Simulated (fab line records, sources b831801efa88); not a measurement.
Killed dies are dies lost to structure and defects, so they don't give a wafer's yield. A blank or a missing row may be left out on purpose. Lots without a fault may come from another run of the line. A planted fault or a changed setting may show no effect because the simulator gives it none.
fab line records | flow sky130
record lots=12 wafers=36 last_day=50
route steps=708 shown LDD_N@239 LDD_P@265 LDD_LDN@301 PAD_OPEN@708
lots that met no fault: from a run of the same line without faults
start_h: hours from the record's first day to the start of the lot's first wafer shown | wait_h: hours since the lot's step before | " the same as in the row above | L1.1+2: a row that stands for several wafers | - no value, or no start given | * or withheld: withheld | < > ~ a bound
route shown NAME@n: a module of which the file shows steps, and the number in the route of the first | usual: mean/standard deviation of fault-free wafers | same: alike in all rows | chamber/n: place in a boat | sites: the reading at each site | _std_site: their standard deviation | _edge_site: outer sites' mean less inner sites' | radius_mm: how far each site lies from the wafer's centre | mask NAME#n: copy n | behind: the tool/chamber that last shaped the wafer | hold: why the lot was held/for how many hours/how that ended | device: the transistor (n, p or np) that didn't switch | end of line: the same wafers' tests at the end of the route | a step without rows: its recipe alone | killed: dies lost to structure and defects at the first sort, not the wafer's yield | map: a wafer's dies, x killed, . not, _ none there
set.NAME: the setting as run; set.NAME@STEP: as run at that earlier step | model.NAME: the simulator's own value behind a step, which no gauge read
steps of the route over a sample of lots; a table a step, a row a wafer
services: from which hour (start_h, from the record's first day; less than 0 if before it) a tool's chamber was out of use, for how many hours, and why
## steps
# step SKY_LDD_N_COAT_02
# recipe resist=NOVOLAK spin_rpm=3000 resist_thk_nm=300
# columns lot.wafer tool chamber start_h wait_h
L682.1+4+6 litho_track-04 0 420.53 0.1
L687.2+4+6 litho_track-04 0 450.31 0.1
L690.1+3+6 litho_track-04 0 460.08 0.1
L689.2+3+6 litho_track-04 0 461.06 0.1
L691.2+3+4 litho_track-02 0 473.64 0.1
L693.1+2+4 litho_track-02 0 491.61 0.1
L696.2+3+6 litho_track-01 0 512.32 0.1
L698.1+2+6 litho_track-01 0 525.29 0.1
L700.1+2+4 litho_track-04 0 548.33 0.1
L703.2+3+4 litho_track-04 0 578.96 0.1
L705.2+5+6 litho_track-02 0 582.59 0.1
L704.2+4+6 litho_track-01 0 584.52 0.1
# step SKY_LDD_N_STRIP_16
# recipe chemistry=O2/N2 power_w=1400 pressure_mtorr=1500 platen_temp_c=withheld o2_flow_sccm=3000 n2_flow_sccm=300 overash_fraction=0.5
# usual drypump_motor_current_A=5.8/0.33 oes_product_au=0.407/0.0045 strip_time_to_endpoint_s=4.315/0.016
# same overash_fraction=0.5
# columns lot.wafer tool chamber start_h wait_h drypump_motor_current_A oes_product_au rf_hours_counter_h strip_time_to_endpoint_s
L682.1 plasma_asher-04 0 437.27 0.1 5.9 0.409 31 4.297
L682.4 " 0 " " 5.9 0.403 - 4.292
L682.6 " 1 " " 6.3 0.399 - 4.312
L687.2 plasma_asher-01 0 466.77 0.1 5.2 0.411 79 4.309
L687.4 " 1 " " 5.7 0.416 - 4.322
L687.6 " 0 " " 5.2 0.402 - 4.334
L690.1 plasma_asher-04 0 475.28 0.1 5.9 0.425 35 4.915
L690.3 " 1 " " 6.3 0.433 - 4.912
L690.6 " 1 " " 6.4 0.426 - 4.894
L689.2 plasma_asher-04 0 476.48 0.1 6.0 0.433 36 4.904
L689.3 " 0 " " 6.0 0.428 - 4.889
L689.6 " 0 " " 6.0 0.434 - 4.899
L691.2 plasma_asher-03 1 491.58 0.1 5.7 0.412 5 4.350
L691.3 " 0 " " 5.6 0.409 - 4.337
L691.4 " 1 " " 5.6 0.402 - 4.352
L693.1 plasma_asher-04 1 507.78 0.1 6.3 0.403 39 4.312
L693.2 " 0 " " 6.0 0.399 39 4.321
L693.4 " 1 " " 6.3 0.412 - 4.326
L696.2 plasma_asher-04 1 529.80 0.1 6.4 0.408 41 4.322
L696.3 " 0 " " 5.9 0.405 - 4.310
L696.6 " 0 " " 5.9 0.410 - 4.304
L698.1 plasma_asher-04 0 540.50 0.1 5.9 0.404 42 4.303
L698.2 " 1 " " 6.4 0.408 42 4.305
L698.6 " 0 " " 5.9 0.402 - 4.285
L700.1 plasma_asher-03 0 563.92 0.1 5.6 0.408 12 4.306
L700.2 " 1 " " 5.7 0.402 12 4.313
L700.4 " 1 " " 5.7 0.404 - 4.324
L703.2 plasma_asher-03 1 594.68 0.1 5.7 0.407 16 4.294
L703.3 " 1 " " 5.7 0.404 - 4.288
L703.4 " 0 " " 5.6 0.404 - 4.304
L705.2 plasma_asher-04 0 597.95 0.1 5.9 0.412 48 4.307
L705.5 " 1 " " 6.3 0.413 - 4.316
L705.6 " 0 " " 6.0 0.402 - 4.317
L704.2 plasma_asher-03 0 599.52 0.1 5.6 0.404 16 4.325
L704.4 " 1 " " 5.7 0.405 - 4.318
L704.6 " 0 " " 5.6 0.414 - 4.324
# step SKY_LDD_P_STRIP_10
# recipe chemistry=O2/N2 power_w=1400 pressure_mtorr=1500 platen_temp_c=withheld o2_flow_sccm=3000 n2_flow_sccm=300 overash_fraction=0.5
# usual drypump_motor_current_A=5.49/0.23 oes_product_au=0.716/0.0047 strip_time_to_endpoint_s=14.17/0.045
# same overash_fraction=0.5
# columns lot.wafer tool chamber start_h wait_h drypump_motor_current_A oes_product_au rf_hours_counter_h strip_time_to_endpoint_s
L682.1 plasma_asher-02 1 468.04 0.1 5.09 0.717 63 14.11
L682.4 " 0 " " 5.68 0.718 - 14.11
L682.6 " 0 " " 5.68 0.717 - 14.10
L687.2 plasma_asher-01 0 497.90 0.1 5.22 0.712 82 14.21
L687.4 " 0 " " 5.24 0.707 - 14.14
L687.6 " 1 " " 5.73 0.725 - 14.20
L690.1 plasma_asher-02 0 507.14 0.1 5.68 0.718 66 14.10
L690.3 " 0 " " 5.69 0.713 - 14.16
L690.6 " 0 " " 5.72 0.709 - 14.12
L689.2 plasma_asher-01 0 507.66 0.1 5.22 0.720 83 14.20
L689.3 " 1 " " 5.69 0.719 - 14.22
L689.6 " 0 " " 5.23 0.713 - 14.21
L691.2 plasma_asher-02 0 523.01 0.1 5.69 0.718 68 14.21
L691.3 " 1 " " 5.08 0.711 - 14.24
L691.4 " 0 " " 5.70 0.712 - 14.23
L693.1 plasma_asher-03 0 538.20 0.1 5.60 0.723 10 14.18
L693.2 " 1 " " 5.64 0.707 10 14.21
L693.4 " 1 " " 5.65 0.712 - 14.20
L696.2 plasma_asher-02 0 560.26 0.1 5.68 0.723 71 14.17
L696.3 " 1 " " 5.09 0.717 - 14.11
L696.6 " 1 " " 5.11 0.715 - 14.14
L698.1 plasma_asher-01 0 570.09 0.1 5.25 0.721 90 14.16
L698.2 " 1 " " 5.67 0.716 90 14.15
L698.6 " 1 " " 5.67 0.711 - 14.14
L700.1 plasma_asher-01 1 593.14 0.1 5.70 0.720 92 14.21
L700.2 " 0 " " 5.24 0.716 92 14.22
L700.4 " 0 " " 5.23 0.714 - 14.17
L703.2 plasma_asher-02 0 625.06 0.1 5.69 0.714 78 14.09
L703.3 " 1 " " 5.09 0.710 - 14.12
L703.4 " 0 " " 5.66 0.721 - 14.10
L705.2 plasma_asher-01 1 627.49 0.1 5.67 0.721 95 14.12
L705.5 " 0 " " 5.22 0.711 - 14.18
L705.6 " 1 " " 5.66 0.728 - 14.15
L704.2 plasma_asher-02 1 629.05 0.1 5.12 0.719 79 14.21
L704.4 " 1 " " 5.07 0.718 - 14.20
L704.6 " 1 " " 5.11 0.717 - 14.19
# step SKY_LDD_P_TW_MEAS_11
# usual LDD_P_TW=636/9
# columns lot.wafer tool chamber start_h wait_h LDD_P_TW
L682.1 film_metro-04 - 468.14 0.1 646
L682.4 " - " " 641
L682.6 " - " " 646
L687.2 film_metro-04 - 498.01 0.1 645
L687.4 " - " " 641
L687.6 " - " " 642
L690.1 film_metro-04 - 507.24 0.1 644
L690.3 " - " " 646
L690.6 " - " " 638
L689.2 film_metro-04 - 507.77 0.1 647
L689.3 " - " " 642
L689.6 " - " " 647
L691.2 film_metro-02 - 523.12 0.1 643
L691.3 " - " " 643
L691.4 " - " " 643
L693.1 film_metro-01 - 538.30 0.1 625
L693.2 " - " " 627
L693.4 " - " " 624
L696.2 film_metro-04 - 560.37 0.1 638
L696.3 " - " " 642
L696.6 " - " " 639
L698.1 film_metro-04 - 570.19 0.1 643
L698.2 " - " " 644
L698.6 " - " " 643
L700.1 film_metro-02 - 593.24 0.1 640
L700.2 " - " " 644
L700.4 " - " " 650
L703.2 film_metro-01 - 625.17 0.1 622
L703.3 " - " " 623
L703.4 " - " " 625
L705.2 film_metro-02 - 627.60 0.1 640
L705.5 " - " " 636
L705.6 " - " " 636
L704.2 film_metro-01 - 629.16 0.1 621
L704.4 " - " " 627
L704.6 " - " " 624
# step SKY_LDD_LDN_STRIP_12
# recipe chemistry=O2/N2 power_w=1400 pressure_mtorr=1500 platen_temp_c=withheld o2_flow_sccm=3000 n2_flow_sccm=300 overash_fraction=0.5
# usual drypump_motor_current_A=5.7/0.33 oes_product_au=0.715/0.0045 strip_time_to_endpoint_s=14.19/0.037
# same overash_fraction=0.5
# columns lot.wafer tool chamber start_h wait_h drypump_motor_current_A oes_product_au rf_hours_counter_h strip_time_to_endpoint_s
L682.1 plasma_asher-04 0 561.53 0.1 6.0 0.716 44 14.28
L682.4 " 1 " " 6.4 0.712 - 14.25
L682.6 " 0 " " 6.0 0.716 - 14.26
L687.2 plasma_asher-01 0 589.03 0.1 5.2 0.720 91 14.13
L687.4 " 0 " " 5.2 0.709 - 14.19
L687.6 " 0 " " 5.2 0.720 - 14.14
L690.1 plasma_asher-04 1 597.05 0.1 6.4 0.714 48 14.17
L690.3 " 1 " " 6.4 0.718 - 14.23
L690.6 " 1 " " 6.4 0.717 - 14.16
L689.2 plasma_asher-03 0 597.80 0.1 5.6 0.717 16 14.18
L689.3 " 0 " " 5.6 0.713 - 14.19
L689.6 " 0 " " 5.6 0.719 - 14.20
L691.2 plasma_asher-01 1 612.23 0.1 5.7 0.717 94 14.23
L691.3 " 0 " " 5.2 0.711 - 14.16
L691.4 " 1 " " 5.7 0.720 - 14.21
L693.1 plasma_asher-01 1 626.83 0.1 5.7 0.720 95 14.17
L693.2 " 0 " " 5.2 0.710 95 14.16
L693.4 " 0 " " 5.2 0.715 - 14.15
L696.2 plasma_asher-03 0 650.65 0.1 5.6 0.723 21 14.19
L696.3 " 0 " " 5.5 0.721 - 14.21
L696.6 " 1 " " 5.7 0.713 - 14.23
L698.1 plasma_asher-03 0 658.78 0.1 5.6 0.711 22 14.19
L698.2 " 1 " " 5.6 0.717 22 14.23
L698.6 " 1 " " 5.6 0.723 - 14.18
L700.1 plasma_asher-03 1 681.40 0.1 5.7 0.715 24 14.23
L700.2 " 0 " " 5.6 0.715 24 14.22
L700.4 " 1 " " 5.7 0.721 - 14.21
L703.2 plasma_asher-01 1 711.76 0.1 5.7 0.719 103 14.22
L703.3 " 0 " " 5.2 0.712 - 14.21
L703.4 " 1 " " 5.7 0.711 - 14.15
L705.2 plasma_asher-04 1 714.20 0.1 6.4 0.713 59 14.15
L705.5 " 0 " " 5.9 0.721 - 14.16
L705.6 " 1 " " 6.3 0.713 - 14.19
L704.2 plasma_asher-01 1 716.57 0.1 5.7 0.715 104 14.21
L704.4 " 1 " " 5.7 0.714 - 14.15
L704.6 " 1 " " 5.7 0.716 - 14.18
# step SKY_PAD_OPEN_PROBE_99
# usual killed_at_M0_to_M3=44/6.6 killed_at_M4_up=3.0/1.9 killed_at_contacts=24/5.1 killed_at_front_end=16/4.6 killed_at_other=0.3/0.59 killed_dies=88/9.5 killed_open=48/6.7 killed_short=40/6.1
# same gross_dies=492 killed_at_back_side=0
# columns lot.wafer tool chamber start_h wait_h killed_at_M0_to_M3 killed_at_M4_up killed_at_contacts killed_at_front_end killed_at_other killed_dies killed_open killed_short
L698.1 prober-01 - 1171.22 0.1 36 6 24 19 0 85 43 42
L698.2 prober-01 - 1171.27 0.1 43 3 23 13 0 82 42 40
L698.6 prober-01 - 1171.47 0.2 44 3 44 13 0 104 63 41
# killed by level:class
L698.1 CONTACT:geometric_particle:open=11 VIA2:geometric_particle:open=9 POLY_GATE:geometric_particle:short=7 LI_CONTACT:geometric_particle:open=6 VIA2:geometric_particle:short=6 FIELD_ISO:geometric_particle:short=5 VIA1:geometric_particle:open=5 CONTACT:geometric_particle:short=4
L698.2 LI_CONTACT:geometric_particle:open=7 VIA1:geometric_particle:open=7 CONTACT:geometric_particle:open=6 METAL2:geometric_particle:short=6 VIA3:geometric_particle:open=6 METAL1:geometric_particle:short=5 METAL3:geometric_particle:short=5 FIELD_ISO:geometric_particle:open=4
L698.6 LI_CONTACT:geometric_particle:open=15 CONTACT:geometric_particle:short=12 CONTACT:geometric_particle:open=9 VIA2:geometric_particle:open=9 VIA3:geometric_particle:open=8 VIA3:geometric_particle:short=5 METAL1:geometric_particle:short=5 VIA1:geometric_particle:open=5
## services
# columns tool chamber start_h hours kind
plasma_asher-04 - 420.45 4.3 pm
plasma_asher-03 - 421.25 9.0 pm
plasma_asher-03 0 421.25 9.0 vent_cycle
plasma_asher-03 1 421.25 9.0 vent_cycle
plasma_asher-03 0 430.25 - clean
plasma_asher-03 1 430.25 - clean
plasma_asher-03 - 435.41 3.7 repair
plasma_asher-01 - 455.98 4.2 repair
plasma_asher-03 - 461.89 2.8 pm
plasma_asher-02 - 464.49 2.4 repair
plasma_asher-01 - 464.81 1.4 repair
plasma_asher-01 - 500.85 1.5 repair
plasma_asher-02 - 563.22 1.2 repair
plasma_asher-04 - 591.40 2.8 pm
plasma_asher-02 - 602.79 1.9 repair
plasma_asher-01 - 649.92 0.5 repair
litho_track-01 - 684.96 - consumable_replace:filter
plasma_asher-02 - 701.28 0.7 repair
## key
first_sign step=SKY_LDD_N_STRIP_16 reading=strip_time_to_endpoint_s direction=up sigmas=37 usual=* struck=*
effect step=SKY_LDD_N_STRIP_16 reading=oes_product_au direction=up sigmas=5.2 usual=0.407 struck=0.430
met_at SKY_LDD_N_COAT_02
struck_lots L689,L690
tester_left_out L689,L690
not_acting_at SKY_LDD_P_STRIP_10,SKY_LDD_P_TW_MEAS_11,SKY_LDD_LDN_STRIP_12
onset_between 450.31 460.08
fault kind=process_parameter_drift tool=litho_track-04 chamber=- onset_h=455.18 steps=SKY_LDD_N_COAT_02 channel=resist_thk_nm offset=46.475 shape=step end_h=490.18 acts_in=these_recipes_only stated=300
# tester_left_out: of these lots the tester's yield and bins aren't shown, on N5 and GAA mostly nor the transistor test; their killed dies are dies lost to structure and defects alone, not to doping, threshold or leakage, so they don't give the yield
